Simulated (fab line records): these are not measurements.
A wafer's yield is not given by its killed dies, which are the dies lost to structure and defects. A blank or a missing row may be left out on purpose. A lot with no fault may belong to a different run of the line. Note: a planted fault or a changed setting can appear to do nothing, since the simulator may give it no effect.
A struck lot beside a sound one ; flow gf180mcu ; 17 out of 602 route steps
Sound: these wafers, L967.2, L967.3, L967.4. Struck: wafers L980.1, L980.2, L980.5. The cause is given at the end.
For every step that has rows: the tool of each side, followed by ch and its chambers, followed by its first start. Under that, the readings that differ: sound wafers ; struck wafers ; difference of the means ; sigmas: that difference in standard deviations of wafers without a fault.
alike: same words and numbers on both sides, and readings whose means sit less than 2 such deviations apart. not compared: any withheld reading, any reading some wafer has no value for, any bound like >300 that may hide the same value, and any number with overlapping values for which the record gives no deviation.
The two part at a step that has a row with sigmas, a row that says differs or no value, or rows on one side only. Numbers that have no deviation but don't overlap get no sigmas and don't part them. A reading that every wafer of one side lacks parts them only if that side has two wafers or more.

first, 4 steps without rows for these wafers: GF_VT_IMPLANT_SOFTBAKE_25 (time 60 s); GF_VT_IMPLANT_EXPOSE_26 (exposes mask LVPWELL HV AREA, target cd 860 nm); GF_VT_IMPLANT_PEB_27; GF_VT_IMPLANT_DEVELOP_28 (develop time 60 s).
GF_VT_IMPLANT_OVL_MEAS_29:
  sound on overlay-01 at day 7 08:31; struck on overlay-02 at day 10 21:46
  alike: VT_IMPLANT_02_OVL
next, for these wafers, 1 step has no rows: GF_VT_IMPLANT_IMPLANT_30.
GF_VT_IMPLANT_STRIP_31: strips in O2/N2.
  sound on plasma asher-02 ch 0,1, day 7 08:41; struck on plasma asher-01 ch 0,1, day 10 21:56
reading;sound;struck;difference;sigmas
strip time to endpoint s (s);12.72 12.71 12.69;12.59 12.66 12.58;-0.10;-2
  alike: drypump motor current A, heater power w, oes product au
  not compared: rf hours counter h
GF_VT_IMPLANT_TW_MEAS_32:
  sound on film metro-02 at day 7 08:48; struck on film metro-04 at day 10 22:02
reading;sound;struck;difference;sigmas
VT_IMPLANT_3_TW;270.3 269.6 270.0;266.7 266.5 265.5;-3.7;-2
then, 4 steps without rows for these wafers: GF_VT_IMPLANT_DEHYDRATE_33 (time 60 s); GF_VT_IMPLANT_HMDS_34 (prime time 60 s); GF_VT_IMPLANT_COAT_35 (resist thk 1000 nm); GF_VT_IMPLANT_SOFTBAKE_36 (time 60 s).
GF_VT_IMPLANT_EXPOSE_37: exposes mask Nwell HV AREA, target cd 860 nm.
  sound on iline stepper-01 ch 0, day 7 17:11; struck on iline stepper-01 ch 0, day 11 07:19
reading;sound;struck;difference;sigmas
model.VT_IMPLANT.overlay x nm (nm);-4.561 -4.561 -4.561;-135.2 -135.2 -135.2;-130.6;
  alike: mask
then, 2 steps without rows for these wafers: GF_VT_IMPLANT_PEB_38; GF_VT_IMPLANT_DEVELOP_39 (develop time 60 s).
GF_VT_IMPLANT_OVL_MEAS_40:
  sound on overlay-01 at day 8 00:40; struck on overlay-02 at day 11 16:57
reading;sound;struck;difference;sigmas
VT_IMPLANT_03_OVL (nm);-2.1 -0.7 -1.2;-135.2 -134.9 -135.8;-134.0;-96
  not compared: hold
GF_PASSIVATION_PROBE_99:
  the record holds rows for the sound wafers here (prober-02, day 29 12:07) but none for the struck ones

== WHERE THEY PART ==
Earliest at GF_VT_IMPLANT_STRIP_31; latest, in this record, at GF_PASSIVATION_PROBE_99.

WHY: what had been put in by the simulator
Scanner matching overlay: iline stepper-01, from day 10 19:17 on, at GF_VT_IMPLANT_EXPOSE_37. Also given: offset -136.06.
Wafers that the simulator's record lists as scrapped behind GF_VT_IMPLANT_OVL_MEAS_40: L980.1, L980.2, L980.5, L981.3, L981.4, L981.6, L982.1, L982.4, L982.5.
